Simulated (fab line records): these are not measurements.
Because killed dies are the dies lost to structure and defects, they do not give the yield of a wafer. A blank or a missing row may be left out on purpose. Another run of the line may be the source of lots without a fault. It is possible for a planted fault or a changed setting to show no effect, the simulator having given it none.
Comparing a struck lot with a sound one	flow gf180mcu	15 out of 602 route steps
Sound: these wafers, L275.1, L275.2, L275.4. The struck wafers were L285.1, L285.4, L285.5. The cause comes at the end.
Per side, at each step with rows, come the tool, then ch with its chambers, and then its first start. Under that, the readings that differ: sound wafers	struck wafers	difference of the means	sigmas: that difference in standard deviations of wafers without a fault.
alike: readings whose means differ by less than 2 such deviations, and words and numbers that are the same on both sides. not compared: withheld readings, readings that some wafer has no value for, bounds like >300 that may hide the same value, and numbers for which the record gives no deviation and whose values overlap.
A row with sigmas, a row that says differs or no value, or rows on one side alone: a step with any of these is where the two part. Numbers that don't overlap but have no deviation are shown without sigmas and don't part them. A reading missing from all wafers of one side parts the sides only when that side holds two or more wafers.

GF_VT_IMPLANT_OVL_MEAS_18:
  sound: overlay-01 at day 9 00:46; struck: overlay-02 at day 11 16:13
  alike: VT_IMPLANT_01_OVL
following that, these wafers have no rows for 1 step: GF_VT_IMPLANT_IMPLANT_19.
GF_VT_IMPLANT_STRIP_20: strips in O2/N2.
  sound on plasma-asher-02 ch 0,1, day 9 00:57; struck on plasma-asher-04 ch 0,1, day 11 16:24
  alike: drypump-motor-current-A, heater-power-w, n2-flow-sccm, oes-product-au, platen-temp-c, strip-time-to-endpoint-s
  not compared: rf-hours-counter-h
GF_VT_IMPLANT_TW_MEAS_21:
  sound: film-metro-01 at day 9 01:03; struck: film-metro-02 at day 11 16:30
  alike: VT_IMPLANT_2_TW
then, 7 steps without rows for these wafers: GF_VT_IMPLANT_DEHYDRATE_22 (time 60 s); GF_VT_IMPLANT_HMDS_23 (prime time 60 s); GF_VT_IMPLANT_COAT_24 (resist thk 1000 nm); GF_VT_IMPLANT_SOFTBAKE_25 (time 60 s); GF_VT_IMPLANT_EXPOSE_26 (exposes mask LVPWELL HV AREA, target cd 860 nm); GF_VT_IMPLANT_PEB_27; GF_VT_IMPLANT_DEVELOP_28 (develop time 60 s).
GF_VT_IMPLANT_OVL_MEAS_29:
  sound: overlay-02 at day 9 16:52; struck: overlay-02 at day 12 11:25
  alike: VT_IMPLANT_02_OVL
GF_VT_IMPLANT_IMPLANT_30:
  sound on implanter-02 ch 0, day 9 16:54; struck on implanter-02 ch 0, day 12 11:28
reading	sound	struck	difference	sigmas
beam-energy-keV	25.001 24.998 25.010	26.144 26.142 26.144	+1.140	+99 or more
model.implant.rp-nm (nm)	83.15 83.15 83.15	83.08 83.08 83.08	-0.07	
model.implant.drp-nm (nm)	35.62 35.62 35.62	37.52 37.52 37.52	+1.90	
GF_VT_IMPLANT_STRIP_31: strips in O2/N2.
  sound on plasma-asher-03 ch 0,1, day 9 17:03; struck on plasma-asher-04 ch 0,1, day 12 11:37
  alike: drypump-motor-current-A, heater-power-w, n2-flow-sccm, oes-product-au, platen-temp-c, strip-time-to-endpoint-s
  not compared: rf-hours-counter-h
following that, these wafers have no rows for 1 step: GF_PASSIVATION_PROBE_99.

== WHERE THEY PART ==
At GF_VT_IMPLANT_IMPLANT_30 and nowhere else, as far as this record goes. Later steps at which nothing parts them and some readings are alike: GF_VT_IMPLANT_STRIP_31.

WHY: the cause the simulator had injected
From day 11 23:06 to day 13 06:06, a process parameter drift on implanter-02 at GF_VT_IMPLANT_IMPLANT_30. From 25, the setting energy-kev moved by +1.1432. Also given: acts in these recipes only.
